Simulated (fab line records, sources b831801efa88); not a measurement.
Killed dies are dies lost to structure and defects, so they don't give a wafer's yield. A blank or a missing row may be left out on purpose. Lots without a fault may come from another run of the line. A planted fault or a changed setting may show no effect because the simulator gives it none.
fab line records | flow sky130
record lots=13 wafers=39 last_day=50
route steps=708 shown VT_ADJUST_HVTR@141 SONOS_TUNNEL@162 GATE_OXIDE@197 POLY_GATE@224
lots that met no fault: from a run of the same line without faults
start_h: hours from the record's first day to the start of the lot's first wafer shown | wait_h: hours since the lot's step before | " the same as in the row above | L1.1+2: a row that stands for several wafers | - no value, or no start given | * or withheld: withheld | < > ~ a bound
route shown NAME@n: a module of which the file shows steps, and the number in the route of the first | usual: mean/standard deviation of fault-free wafers | same: alike in all rows | chamber/n: place in a boat | sites: the reading at each site | _std_site: their standard deviation | _edge_site: outer sites' mean less inner sites' | radius_mm: how far each site lies from the wafer's centre | mask NAME#n: copy n | behind: the tool/chamber that last shaped the wafer | hold: why the lot was held/for how many hours/how that ended | device: the transistor (n, p or np) that didn't switch | end of line: the same wafers' tests at the end of the route | a step without rows: its recipe alone | killed: dies lost to structure and defects at the first sort, not the wafer's yield | map: a wafer's dies, x killed, . not, _ none there
set.NAME: the setting as run; set.NAME@STEP: as run at that earlier step | model.NAME: the simulator's own value behind a step, which no gauge read
steps of the route over a sample of lots; a table a step, a row a wafer
services: from which hour (start_h, from the record's first day; less than 0 if before it) a tool's chamber was out of use, for how many hours, and why
## steps
# step SKY_VT_ADJUST_HVTR_STRIP_10
# recipe chemistry=O2/N2 power_w=1400 pressure_mtorr=1500 platen_temp_c=withheld o2_flow_sccm=3000 n2_flow_sccm=300 overash_fraction=0.5
# usual drypump_motor_current_A=6.1/0.43 oes_product_au=0.715/0.0044 strip_time_to_endpoint_s=14.18/0.043
# columns lot.wafer tool chamber start_h wait_h drypump_motor_current_A oes_product_au rf_hours_counter_h strip_time_to_endpoint_s
L365.2 plasma_asher-01 0 212.18 0.1 6.1 0.714 56 14.22
L365.3 " 1 " " 5.5 0.718 - 14.19
L365.5 " 0 " " 6.1 0.709 - 14.21
L367.2 plasma_asher-04 1 227.55 0.1 6.6 0.715 44 14.21
L367.3 " 0 " " 5.7 0.713 - 14.18
L367.5 " 0 " " 5.7 0.717 - 14.18
L366.2 plasma_asher-04 0 229.40 0.1 5.7 0.723 44 14.19
L366.3 " 1 " " 6.6 0.719 - 14.13
L366.6 " 1 " " 6.6 0.719 - 14.20
L369.2 plasma_asher-01 1 234.80 0.1 5.6 0.714 59 14.24
L369.3 " 1 " " 5.6 0.721 - 14.24
L369.4 " 0 " " 6.1 0.712 - 14.20
L372.2 plasma_asher-01 0 256.66 0.1 6.1 0.715 61 14.19
L372.3 " 0 " " 6.1 0.717 - 14.16
L372.4 " 1 " " 5.6 0.713 - 14.15
L374.1 plasma_asher-04 1 270.01 0.1 6.5 0.715 48 14.22
L374.4 " 0 " " 5.7 0.716 - 14.24
L374.6 " 0 " " 5.7 0.718 - 14.20
L376.2 plasma_asher-01 1 280.70 0.1 5.5 0.720 63 14.11
L376.4 " 0 " " 6.1 0.714 - 14.08
L376.5 " 0 " " 6.1 0.709 - 14.13
L377.1 plasma_asher-01 0 296.00 0.1 6.1 0.716 64 14.17
L377.2 " 1 " " 5.6 0.724 64 14.11
L377.6 " 0 " " 6.1 0.717 - 14.19
L379.1 plasma_asher-01 0 304.56 0.1 6.1 0.715 65 14.16
L379.3 " 0 " " 6.1 0.715 - 14.20
L379.6 " 1 " " 5.5 0.715 - 14.24
L380.3 plasma_asher-01 0 310.88 0.1 6.1 0.707 - 14.09
L380.5 " 0 " " 6.1 0.708 - 14.10
L380.6 " 1 " " 5.6 0.719 - 14.17
L383.1 plasma_asher-02 1 339.70 0.1 6.8 0.721 58 14.15
L383.5 " 1 " " 6.8 0.720 - 14.16
L383.6 " 0 " " 6.1 0.716 - 14.16
L385.1 plasma_asher-01 1 348.90 0.1 5.6 0.713 70 14.25
L385.2 " 0 " " 6.1 0.710 70 14.19
L385.6 " 1 " " 5.6 0.720 - 14.19
L386.1 plasma_asher-04 1 356.36 0.1 6.6 0.715 56 14.18
L386.3 " 1 " " 6.6 0.716 - 14.19
L386.6 " 1 " " 6.6 0.719 - 14.14
# step SKY_SONOS_TUNNEL_OVL_MEAS_08
# usual SONOS_TUNNEL_OVL=0.6/1.3
# columns lot.wafer tool chamber start_h wait_h SONOS_TUNNEL_OVL[nm]
L365.2 overlay-01 - 259.52 0.1 2.3
L365.3 " - " " -1.2
L365.5 " - " " 2.0
L367.2 overlay-02 - 275.68 0.1 0.8
L367.3 " - " " 0.5
L367.5 " - " " 2.3
L366.2 overlay-01 - 277.32 0.1 -0.5
L366.3 " - " " 0.2
L366.6 " - " " -0.6
L369.2 overlay-01 - 282.82 0.1 0.7
L369.3 " - " " 1.0
L369.4 " - " " 0.1
L372.2 overlay-02 - 306.63 0.1 0.4
L372.3 " - " " 1.9
L372.4 " - " " -1.0
L374.1 overlay-02 - 320.69 0.1 -0.3
L374.4 " - " " -0.5
L374.6 " - " " -2.3
L376.2 overlay-01 - 331.77 0.1 1.4
L376.4 " - " " 0.5
L376.5 " - " " 1.4
L377.1 overlay-01 - 347.46 0.1 -1.4
L377.2 " - " " -0.9
L377.6 " - " " -0.9
L379.1 overlay-02 - 356.82 0.1 0.1
L379.3 " - " " 0.4
L379.6 " - " " 0.0
L380.3 overlay-01 - 364.28 0.1 0.9
L380.5 " - " " 1.8
L380.6 " - " " 0.1
L383.1 overlay-01 - 395.42 0.1 0.7
L383.5 " - " " -0.5
L383.6 " - " " -1.2
L385.1 overlay-01 - 406.46 0.1 1.0
L385.2 " - " " 1.3
L385.6 " - " " 1.1
L386.1 overlay-02 - 415.41 0.1 2.2
L386.3 " - " " 1.5
L386.6 " - " " 0.9
# step SKY_GATE_OXIDE_OVL_MEAS_10
# usual GATE_OXIDE_OVL=0.5/1.5
# columns lot.wafer tool chamber start_h wait_h GATE_OXIDE_OVL[nm]
L365.2 overlay-01 - 316.96 0.1 0.0
L365.3 " - " " 1.1
L365.5 " - " " -1.1
L367.2 overlay-02 - 334.30 0.1 0.9
L367.3 " - " " -0.2
L367.5 " - " " 0.7
L366.2 overlay-01 - 335.50 0.1 -2.1
L366.3 " - " " -0.7
L366.6 " - " " -1.9
L369.2 overlay-02 - 342.70 0.1 1.3
L369.3 " - " " 2.2
L369.4 " - " " 0.7
L372.2 overlay-01 - 369.00 0.1 -1.8
L372.3 " - " " 1.1
L372.4 " - " " 0.9
L374.1 overlay-02 - 381.39 0.1 0.6
L374.4 " - " " -2.5
L374.6 " - " " -0.1
L376.2 overlay-01 - 394.26 0.1 2.2
L376.4 " - " " 0.6
L376.5 " - " " 1.4
L377.1 overlay-02 - 411.05 0.1 0.1
L377.2 " - " " -1.6
L377.6 " - " " -1.8
L379.1 overlay-01 - 420.19 0.1 1.4
L379.3 " - " " 0.3
L379.6 " - " " 2.8
L380.3 overlay-01 - 430.06 0.1 1.7
L380.5 " - " " 0.5
L380.6 " - " " 1.0
L383.1 overlay-01 - 465.85 0.1 1.1
L383.5 " - " " -0.9
L383.6 " - " " 1.0
L385.1 overlay-02 - 479.95 0.1 -0.4
L385.2 " - " " 0.1
L385.6 " - " " 0.5
L386.1 overlay-01 - 488.44 0.1 0.9
L386.3 " - " " 0.0
L386.6 " - " " -1.7
# step SKY_POLY_GATE_EXPOSE_10
# recipe mask_id=P1M na=0.68 source_shape=conventional sigma_outer=0.6 target_cd_nm=150 dose_mj=28
# columns lot.wafer tool chamber start_h wait_h mask
L365.2+3+5 krf_scanner-01 0 389.96 - P1M#0
L366.2+3+6 krf_scanner-02 0 390.89 - P1M#0
L367.2+3+5 krf_scanner-01 0 391.13 - P1M#0
L369.2+3+4 krf_scanner-01 0 392.64 - P1M#0
L372.2+3+4 krf_scanner-02 0 420.94 - P1M#0
L374.1+4+6 krf_scanner-02 0 433.57 - P1M#0
L376.2+4+5 krf_scanner-02 0 445.56 - P1M#0
L377.1+2+6 krf_scanner-02 0 462.82 - P1M_R1#0
L379.1+3+6 krf_scanner-01 0 472.98 - P1M#0
L380.3+5+6 krf_scanner-02 0 482.76 - P1M#0
L383.1+5+6 krf_scanner-01 0 518.42 - P1M#0
L385.1+2+6 krf_scanner-01 0 530.45 - P1M#0
L386.1+3+6 krf_scanner-02 0 538.87 - P1M#0
# step SKY_POLY_GATE_CD_MEAS_13
# recipe target_cd_nm=150
# usual cd_nm=149.9/1.4
# columns lot.wafer tool chamber start_h wait_h cd_nm
L365.2 cd_sem-02 - 404.62 - 147.9
L365.3 " - " " 148.7
L365.5 " - " " 148.8
L366.2 cd_sem-01 - 405.41 - 149.6
L366.3 " - " " 150.4
L366.6 " - " " 150.2
L367.2 cd_sem-02 - 406.02 - 146.9
L367.3 " - " " 147.9
L367.5 " - " " 147.2
L369.2 cd_sem-01 - 407.32 - 148.0
L369.3 " - " " 148.6
L369.4 " - " " 149.5
L372.2 cd_sem-01 - 435.86 - 148.9
L372.3 " - " " 150.1
L372.4 " - " " 149.1
L374.1 cd_sem-02 - 448.90 - 150.3
L374.4 " - " " 150.0
L374.6 " - " " 150.3
L376.2 cd_sem-02 - 461.17 - 148.6
L376.4 " - " " 148.3
L376.5 " - " " 147.1
L377.1 cd_sem-01 - 477.74 - 161.9
L377.2 " - " " 161.4
L377.6 " - " " 160.5
L379.1 cd_sem-02 - 488.19 - 149.9
L379.3 " - " " 150.5
L379.6 " - " " 149.4
L380.3 cd_sem-02 - 497.64 - 150.2
L380.5 " - " " 150.6
L380.6 " - " " 152.0
L383.1 cd_sem-02 - 533.30 - 148.2
L383.5 " - " " 149.4
L383.6 " - " " 149.6
L385.1 cd_sem-02 - 545.24 - 152.2
L385.2 " - " " 151.5
L385.6 " - " " 151.7
L386.1 cd_sem-01 - 554.29 - 151.1
L386.3 " - " " 149.7
L386.6 " - " " 150.4
## services
# columns tool chamber start_h hours kind
krf_scanner-01 - 191.01 1.3 pm
plasma_asher-04 - 217.21 5.9 repair
krf_scanner-02 - 239.66 1.3 pm
krf_scanner-01 - 244.87 4.4 pm
plasma_asher-02 - 257.77 0.9 repair
krf_scanner-01 - 288.76 0.8 pm
plasma_asher-04 - 302.61 2.5 repair
krf_scanner-02 - 303.51 1.0 pm
krf_scanner-01 - 315.97 1.0 pm
krf_scanner-02 - 318.15 1.5 repair
krf_scanner-02 - 328.74 0.8 pm
krf_scanner-01 - 366.91 1.3 pm
krf_scanner-01 - 400.42 1.2 repair
krf_scanner-02 - 415.56 1.3 pm
krf_scanner-02 - 427.71 0.8 pm
krf_scanner-02 - 435.19 3.6 pm
plasma_asher-01 - 440.93 0.7 repair
krf_scanner-01 - 457.56 0.8 pm
krf_scanner-01 - 458.31 11.6 pm
krf_scanner-02 - 472.42 1.0 pm
krf_scanner-01 - 483.40 4.0 pm
krf_scanner-01 - 487.42 1.0 pm
krf_scanner-02 - 497.54 0.8 pm
plasma_asher-01 - 519.53 15.6 pm
## key
first_sign step=SKY_POLY_GATE_EXPOSE_10 reading=mask direction=changed
effect step=SKY_POLY_GATE_CD_MEAS_13 reading=cd_nm direction=up sigmas=8 usual=149.9 struck=161.3
met_at SKY_POLY_GATE_EXPOSE_10
struck_lots L377
rows_end L377.1,L377.2,L377.6
not_acting_at SKY_VT_ADJUST_HVTR_STRIP_10,SKY_SONOS_TUNNEL_OVL_MEAS_08,SKY_GATE_OXIDE_OVL_MEAS_10
onset_between 445.56 462.82
fault kind=wrong_mask tool=any chamber=- onset_h=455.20 steps=SKY_POLY_GATE_EXPOSE_10 aux_copy=P1M_R1#0 cd_offset_nm=11 scope=struck_lots_only
# rows_end: these wafers met a further fault down the route, and their rows from its step on are left out
